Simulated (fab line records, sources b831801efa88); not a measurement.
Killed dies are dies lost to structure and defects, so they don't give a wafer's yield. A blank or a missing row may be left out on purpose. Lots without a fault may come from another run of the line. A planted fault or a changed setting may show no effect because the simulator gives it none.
A struck lot beside a sound one | flow sky130 | 15 steps out of a route of 708
Sound: wafers L263.2, L263.3, L263.6. Struck: wafers L276.3, L276.4, L276.6. The cause comes at the end.
At each step with rows: each side's tool, then ch and its chambers, then its first start. Under that, the readings that differ: sound wafers | struck wafers | difference of the means | sigmas: that difference in standard deviations of wafers without a fault.
alike: readings whose means differ by less than 2 such deviations, and words and numbers that are the same on both sides. not compared: withheld readings, readings that some wafer has no value for, bounds like >300 that may hide the same value, and numbers for which the record gives no deviation and whose values overlap.
The two part at a step that has a row with sigmas, a row that says differs or no value, or rows on one side only. Numbers that don't overlap but have no deviation are shown without sigmas and don't part them. A reading that every wafer of one side lacks parts them only if that side has two wafers or more.

first, 5 steps without rows for these wafers: SKY_SONOS_TUNNEL_COAT_02 (resist thk 1140 nm); SKY_SONOS_TUNNEL_SOFTBAKE_03 (time 60 s); SKY_SONOS_TUNNEL_EXPOSE_04 (exposes mask TUNM, target cd 410 nm); SKY_SONOS_TUNNEL_PEB_05; SKY_SONOS_TUNNEL_DEVELOP_06 (develop time 60 s).
SKY_SONOS_TUNNEL_CD_MEAS_07: target cd 410 nm.
  sound on cd_sem-02, day 12 10:05; struck on cd_sem-02, day 16 18:26
  alike: cd_nm
SKY_SONOS_TUNNEL_OVL_MEAS_08:
  sound on overlay-02, day 12 10:11; struck on overlay-02, day 16 18:32
  alike: SONOS_TUNNEL_OVL
then, 3 steps without rows for these wafers: SKY_SONOS_TUNNEL_IMPLANT_09; SKY_SONOS_TUNNEL_WET_ETCH_10 (etches SiO2 in dHF, target depth 14 nm, time 280 s); SKY_SONOS_TUNNEL_STRIP_11 (strips in SPM, time 600 s).
SKY_SONOS_TUNNEL_TW_MEAS_12:
  sound on film_metro-01, day 12 10:38; struck on film_metro-02, day 16 19:04
  reading         | sound             | struck            | difference | sigmas
  SONOS_TUNNEL_TW | 200.5 200.2 201.0 | 196.7 196.8 196.4 | -3.9       | -2
then, 1 step without rows for these wafers: SKY_SONOS_TUNNEL_CLEAN_13 (cleans in dHF, time 20 s).
SKY_SONOS_ONO_OXIDATION_00: stabilise 600 s, purge 300 s, target thk 2.6 nm.
  sound on furnace-01 ch 0, day 12 10:42; struck on furnace-01 ch 0, day 16 19:38
  reading                                          | sound             | struck            | difference | sigmas
  spike_tc_centre_C (C)                            | 800.4 799.7 800.5 | 798.2 795.3 796.0 | -3.7       | -3
  spike_tc_top_C (C)                               | 815.0 814.9 814.6 | 808.0 809.5 810.0 | -5.7       | -4
  spike_tc_upper_C (C)                             | 800.0 798.7 797.9 | 830.2 830.7 828.0 | +30.8      | +26
  zone_power_centre_pct (%)                        | 15.0 15.0 14.9    | 10.5 10.6 10.4    | -4.5       | -7
  zone_power_top_pct (%)                           | 24.6 25.4 24.7    | 19.6 20.1 19.8    | -5.1       | -3
  zone_power_upper_pct (%)                         | 15.2 15.0 15.2    | 24.7 24.9 24.9    | +9.7       | +7
  model.SiO2_of_SONOS_ONO_OXIDATION_00.thk_nm (nm) | 2.56 2.565 2.567  | 2.605 2.612 2.678 | +0.068     |
  alike: spike_tc_bottom_C, zone_power_lower_pct
SKY_SONOS_ONO_THK_MEAS_01:
  sound on film_metro-01, day 12 12:04; struck on film_metro-01, day 16 21:00
  alike: SONOS_ONO_OXIDATION_THK
-- the record jumps here: 33 days lie between the struck wafers' starts before and after (it left off in module SONOS_ONO and takes up again in module PAD_OPEN, whose first step shown is number 708 of the route) --
SKY_PAD_OPEN_PROBE_99:
  sound on prober-02, day 46 11:16; struck on prober-01, day 49 15:16
  reading            | sound    | struck   | difference | sigmas
  killed_at_contacts | 32 36 44 | 23 18 18 | -18        | -3
  alike: killed_at_M0_to_M3, killed_at_M4_up, killed_at_front_end, killed_at_other, killed_dies, killed_open, killed_short
  not compared: model.etest.sonos_erased.vt_v

WHERE THEY PART
First at SKY_SONOS_TUNNEL_TW_MEAS_12; last, within this record, at SKY_PAD_OPEN_PROBE_99.

WHY: what the simulator had put in
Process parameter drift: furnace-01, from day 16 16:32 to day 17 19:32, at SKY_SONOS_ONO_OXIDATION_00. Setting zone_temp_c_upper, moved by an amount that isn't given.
